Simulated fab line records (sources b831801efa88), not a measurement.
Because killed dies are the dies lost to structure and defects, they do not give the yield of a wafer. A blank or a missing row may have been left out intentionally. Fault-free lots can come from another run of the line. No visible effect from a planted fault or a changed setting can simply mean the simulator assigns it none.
fab line records	flow sky130
[record] lots = 14	wafers = 42	last_day = 50
route steps=708 shown SONOS_ONO@185 POLY_GATE@235 LDD_N@244 METAL1@448
lots that met no fault: taken from a fault-free run of the same line
start_h: start of the lot's first displayed wafer, in hours after the record's first day	wait_h: hours elapsed since this lot's preceding step	" as in the row above	L1.1+2: several wafers, shown together as one row	- value missing, or start not given	* or withheld: withheld	< > ~ a bound
route shown NAME@n: names a module that has steps shown in the file, with the first one's number in the route	usual: the fault-free wafers' mean and standard deviation	same: alike in all rows	chamber/n: place in a boat	sites: per-site readings	_std_site: standard deviation of those values	_edge_site: inner sites' mean taken away from outer sites' mean	radius_mm: how far each site lies from the wafer's centre	mask NAME#n: copy n	behind: the last tool/chamber to shape the wafer	hold: why the lot was held/for how many hours/how that ended	device: names the non-switching transistor (n, p or np)	end of line: the tests these same wafers got at the end of their route	a step given without rows: its recipe and nothing more	killed: not the wafer's yield, but the dies lost to structure and defects at the first sort	map: a wafer's dies, x killed, . not, _ none there
set.NAME: the setting as run; set.NAME@STEP: as run at that earlier step	model.NAME: the simulator's own value behind a step, which no gauge read
the route's steps for a sample of lots (tables are steps, rows are wafers)
services: when a tool's chamber went out of use (start_h, in hours from the record's first day, below 0 if earlier), for how many hours, and the reason
[[steps]]
[step SKY_SONOS_ONO_STRIP_17]
[recipe] chemistry = O2/N2	power_w = 1400	pressure_mtorr = 1500	platen_temp_c = withheld	o2_flow_sccm = 3000	n2_flow_sccm = 300	overash_fraction = 0.5
[usual] drypump_motor_current_A = 5.8/0.5	oes_product_au = 0.711/0.0042	strip_time_to_endpoint_s = 14.10/0.034
lot.wafer	tool	chamber	start_h	wait_h	drypump_motor_current_A	oes_product_au	rf_hours_counter_h	strip_time_to_endpoint_s
L459.1	plasma_asher-03	1	278.21	0.0	5.9	0.717	59	14.12
L459.3	"	0	"	"	5.6	0.709	-	14.11
L459.5	"	1	"	"	5.9	0.705	-	14.11
L460.1	plasma_asher-01	1	283.76	0.0	6.4	0.715	61	14.14
L460.3	"	1	"	"	6.4	0.705	-	14.15
L460.4	"	0	"	"	4.9	0.708	-	14.13
L465.2	plasma_asher-01	0	333.79	0.0	4.9	0.709	66	14.14
L465.4	"	0	"	"	5.0	0.714	-	14.14
L465.6	"	0	"	"	4.9	0.711	-	14.13
L464.3	plasma_asher-04	1	333.84	0.0	5.5	0.707	-	14.10
L464.4	"	0	"	"	6.4	0.715	-	14.15
L464.6	"	0	"	"	6.4	0.709	-	14.12
L466.2	plasma_asher-03	1	334.10	0.0	5.8	0.711	65	14.12
L466.5	"	0	"	"	5.6	0.706	-	14.07
L466.6	"	1	"	"	5.8	0.714	-	14.13
L467.3	plasma_asher-04	0	340.82	0.0	6.4	0.706	-	14.19
L467.4	"	1	"	"	5.5	0.714	-	14.11
L467.6	"	0	"	"	6.4	0.708	-	14.09
L468.2	plasma_asher-04	1	344.76	0.0	5.5	0.713	51	14.13
L468.3	"	1	"	"	5.5	0.713	-	14.17
L468.5	"	0	"	"	6.4	0.713	-	14.11
L469.1	plasma_asher-03	0	352.16	0.0	5.6	0.703	67	14.10
L469.2	"	1	"	"	5.8	0.704	67	14.14
L469.4	"	1	"	"	5.8	0.709	-	14.16
L470.2	plasma_asher-03	1	366.85	0.0	5.9	0.707	68	14.10
L470.3	"	1	"	"	5.9	0.710	-	14.12
L470.4	"	0	"	"	5.6	0.714	-	14.08
L471.3	plasma_asher-01	1	369.83	0.0	6.3	0.707	-	14.09
L471.4	"	0	"	"	5.0	0.712	-	14.07
L471.6	"	1	"	"	6.4	0.718	-	14.11
L475.1	plasma_asher-03	0	417.16	0.0	5.6	0.713	73	14.06
L475.2	"	1	"	"	5.8	0.715	73	14.02
L475.4	"	0	"	"	5.6	0.710	-	14.07
L477.1	plasma_asher-01	1	433.71	0.0	6.3	0.707	0	14.02
L477.4	"	1	"	"	6.3	0.715	-	14.05
L477.6	"	1	"	"	6.4	0.708	-	14.07
L481.2	plasma_asher-01	1	465.61	0.0	6.3	0.713	4	14.06
L481.3	"	1	"	"	6.3	0.716	-	14.12
L481.6	"	1	"	"	6.4	0.714	-	14.07
L482.1	plasma_asher-04	1	466.34	0.0	5.5	0.709	63	14.13
L482.2	"	0	"	"	6.4	0.713	63	14.07
L482.3	"	0	"	"	6.4	0.710	-	14.10
[step SKY_POLY_GATE_THK_MEAS_21]
[recipe] reads = SiO2_of_POLY_GATE_OXIDATION_20
[usual] POLY_GATE_OXIDATION_THK = 4.03/0.078
lot.wafer	tool	chamber	start_h	wait_h	POLY_GATE_OXIDATION_THK[nm]
L459.1	film_metro-01	-	359.97	0.0	3.99
L459.3	"	-	"	"	3.94
L459.5	"	-	"	"	3.98
L460.1	film_metro-01	-	375.83	0.0	4.00
L460.3	"	-	"	"	3.99
L460.4	"	-	"	"	3.92
L465.2	film_metro-03	-	432.91	0.0	4.08
L465.4	"	-	"	"	4.13
L465.6	"	-	"	"	4.03
L466.2	film_metro-02	-	432.91	0.0	4.00
L466.5	"	-	"	"	4.01
L466.6	"	-	"	"	3.93
L464.3	film_metro-01	-	432.92	0.0	3.90
L464.4	"	-	"	"	4.02
L464.6	"	-	"	"	4.03
L468.2	film_metro-01	-	447.44	0.0	4.02
L468.3	"	-	"	"	4.04
L468.5	"	-	"	"	3.95
L467.3	film_metro-03	-	447.45	0.0	4.03
L467.4	"	-	"	"	3.96
L467.6	"	-	"	"	4.03
L469.1	film_metro-03	-	456.23	0.0	3.99
L469.2	"	-	"	"	4.03
L469.4	"	-	"	"	4.03
L470.2	film_metro-03	-	467.73	0.0	4.15
L470.3	"	-	"	"	4.17
L470.4	"	-	"	"	4.15
L471.3	film_metro-01	-	473.23	0.0	4.04
L471.4	"	-	"	"	4.17
L471.6	"	-	"	"	4.13
L475.1	film_metro-03	-	520.75	0.0	4.05
L475.2	"	-	"	"	4.04
L475.4	"	-	"	"	4.03
L477.1	film_metro-02	-	535.34	0.0	4.09
L477.4	"	-	"	"	4.05
L477.6	"	-	"	"	4.06
L481.2	film_metro-01	-	563.51	0.0	4.11
L481.3	"	-	"	"	4.08
L481.6	"	-	"	"	4.12
L482.1	film_metro-01	-	565.82	0.0	3.97
L482.2	"	-	"	"	4.06
L482.3	"	-	"	"	3.97
[step SKY_LDD_N_OVL_MEAS_07]
[usual] LDD_N_OVL = -0.5/1.2
lot.wafer	tool	chamber	start_h	wait_h	LDD_N_OVL[nm]
L459.1	overlay-01	-	388.49	0.1	0.2
L459.3	"	-	"	"	0.1
L459.5	"	-	"	"	-0.4
L460.1	overlay-02	-	404.22	0.1	0.9
L460.3	"	-	"	"	-0.9
L460.4	"	-	"	"	-0.6
L465.2	overlay-02	-	463.45	0.1	0.1
L465.4	"	-	"	"	1.2
L465.6	"	-	"	"	0.0
L464.3	overlay-01	-	463.56	0.1	-0.8
L464.4	"	-	"	"	-1.6
L464.6	"	-	"	"	0.5
L466.2	overlay-02	-	463.75	0.1	-0.4
L466.5	"	-	"	"	-0.6
L466.6	"	-	"	"	-2.2
L468.2	overlay-02	-	478.30	0.1	-0.1
L468.3	"	-	"	"	-1.8
L468.5	"	-	"	"	-1.3
L467.3	overlay-01	-	478.48	0.1	-2.4
L467.4	"	-	"	"	-1.2
L467.6	"	-	"	"	-0.8
L469.1	overlay-02	-	486.14	0.1	0.5
L469.2	"	-	"	"	0.9
L469.4	"	-	"	"	0.1
L470.2	overlay-01	-	497.90	0.1	-0.7
L470.3	"	-	"	"	-3.0
L470.4	"	-	"	"	-3.0
L471.3	overlay-02	-	503.11	0.1	-0.9
L471.4	"	-	"	"	-0.8
L471.6	"	-	"	"	-0.7
L475.1	overlay-02	-	550.80	0.1	-1.4
L475.2	"	-	"	"	-1.7
L475.4	"	-	"	"	-0.1
L477.1	overlay-02	-	564.62	0.1	0.8
L477.4	"	-	"	"	0.7
L477.6	"	-	"	"	-0.5
L481.2	overlay-02	-	591.93	0.1	-0.8
L481.3	"	-	"	"	-0.5
L481.6	"	-	"	"	-1.9
L482.1	overlay-02	-	594.45	0.1	-0.2
L482.2	"	-	"	"	1.1
L482.3	"	-	"	"	-0.5
[step SKY_METAL1_DEVELOP_14]
[recipe] develop_time_s = 60	resist = KrF-thick	dev_temp_c = 21
[usual] chill_plate_temp_C = 23.01/0.1	develop_time_s = 60/0
lot.wafer	tool	chamber	start_h	wait_h	chill_plate_temp_C	develop_time_s
L459.1	litho_track-02	0	749	-	22.92	60
L459.3	"	0	750	-	23.13	60
L459.5	"	0	"	"	23.22	60
L460.1	litho_track-01	0	764	-	22.97	60
L460.3	"	0	"	"	23.02	60
L460.4	"	0	"	"	22.92	60
L465.2	litho_track-04	0	816	-	23.04	60
L465.4	"	0	817	-	23.01	60
L465.6	"	0	"	"	23.05	60
L466.2	litho_track-01	0	818	-	22.97	60
L466.5	"	0	"	"	22.92	60
L466.6	"	0	"	"	23.04	60
L464.3	litho_track-02	0	820	-	23.10	60
L464.4	"	0	"	"	23.21	60
L464.6	"	0	"	"	23.23	60
L468.2	litho_track-02	0	831	-	23.06	60
L468.3	"	0	"	"	23.16	60
L468.5	"	0	"	"	23.15	60
L467.3	litho_track-04	0	833	-	22.89	60
L467.4	"	0	"	"	22.95	60
L467.6	"	0	"	"	23.03	60
L469.1	litho_track-01	0	836	-	23.02	60
L469.2	"	0	"	"	22.97	60
L469.4	"	0	"	"	23.04	60
L470.2	litho_track-02	-	845	-	-	-
L470.3	"	-	"	"	-	-
L470.4	"	-	"	"	-	-
L471.3	litho_track-01	-	851	-	-	-
L471.4	"	-	"	"	-	-
L471.6	"	-	"	"	-	-
L475.1	litho_track-01	0	892	-	23.05	60
L475.2	"	0	"	"	23.30	60
L475.4	"	0	893	-	22.92	60
L477.1	litho_track-02	0	905	-	23.20	60
L477.4	"	0	"	"	23.09	60
L477.6	"	0	"	"	23.22	60
L481.2	litho_track-01	0	927	-	22.96	60
L481.3	"	0	"	"	22.90	60
L481.6	"	0	928	-	22.89	60
L482.1	litho_track-04	0	932	-	22.96	60
L482.2	"	0	"	"	23.04	60
L482.3	"	0	"	"	22.98	60
[[services]]
tool	chamber	start_h	hours	kind
plasma_asher-03	-	258.05	1.7	repair
plasma_asher-04	-	311.37	15.6	pm
plasma_asher-04	-	365.08	2.8	pm
plasma_asher-01	-	412.23	2.9	repair
litho_track-02	-	415.78	-	consumable_replace:filter
plasma_asher-01	-	421.25	9.0	pm
plasma_asher-01	0	421.25	9.0	vent_cycle
plasma_asher-01	1	421.25	9.0	vent_cycle
plasma_asher-01	0	430.25	-	clean
plasma_asher-01	1	430.25	-	clean
plasma_asher-03	-	433.44	14.6	pm
plasma_asher-01	-	539.19	16.0	pm
plasma_asher-01	-	576.01	14.6	pm
litho_track-02	-	596.45	-	consumable_replace:filter
plasma_asher-01	-	683.63	1.3	repair
plasma_asher-03	-	733.75	9.0	pm
plasma_asher-03	0	733.75	9.0	vent_cycle
plasma_asher-03	1	733.75	9.0	vent_cycle
plasma_asher-03	0	742.75	-	clean
plasma_asher-03	1	742.75	-	clean
plasma_asher-01	-	755.65	2.3	repair
plasma_asher-03	-	849.81	5.9	repair
plasma_asher-01	-	911.79	2.8	pm
plasma_asher-03	-	916.36	0.9	repair
[[key]]
[first_sign] step = SKY_METAL1_DEVELOP_14	reading = tool_record	direction = missing
effect none on later readings
met_at SKY_METAL1_DEVELOP_14
struck_lots L470,L471
later_rows_left_out L470.2,L470.3,L470.4,L471.3,L471.4,L471.6
sort_left_out L470.2,L470.3,L470.4,L471.3,L471.4,L471.6
not_acting_at SKY_SONOS_ONO_STRIP_17,SKY_POLY_GATE_THK_MEAS_21,SKY_LDD_N_OVL_MEAS_07
onset_between 836 845
[fault] kind = skipped_step_whole	tool = litho_track-01,litho_track-02	chamber = -	onset_h = 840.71	steps = SKY_METAL1_DEVELOP_14	scope = struck_lots_only
// sort_left_out: the simulated sort isn't trusted on such a fault, so these wafers' sort isn't shown, and their yield isn't known
// later_rows_left_out: the simulator's readings of these wafers behind a module that went badly wrong aren't trusted and aren't shown, but for the sort
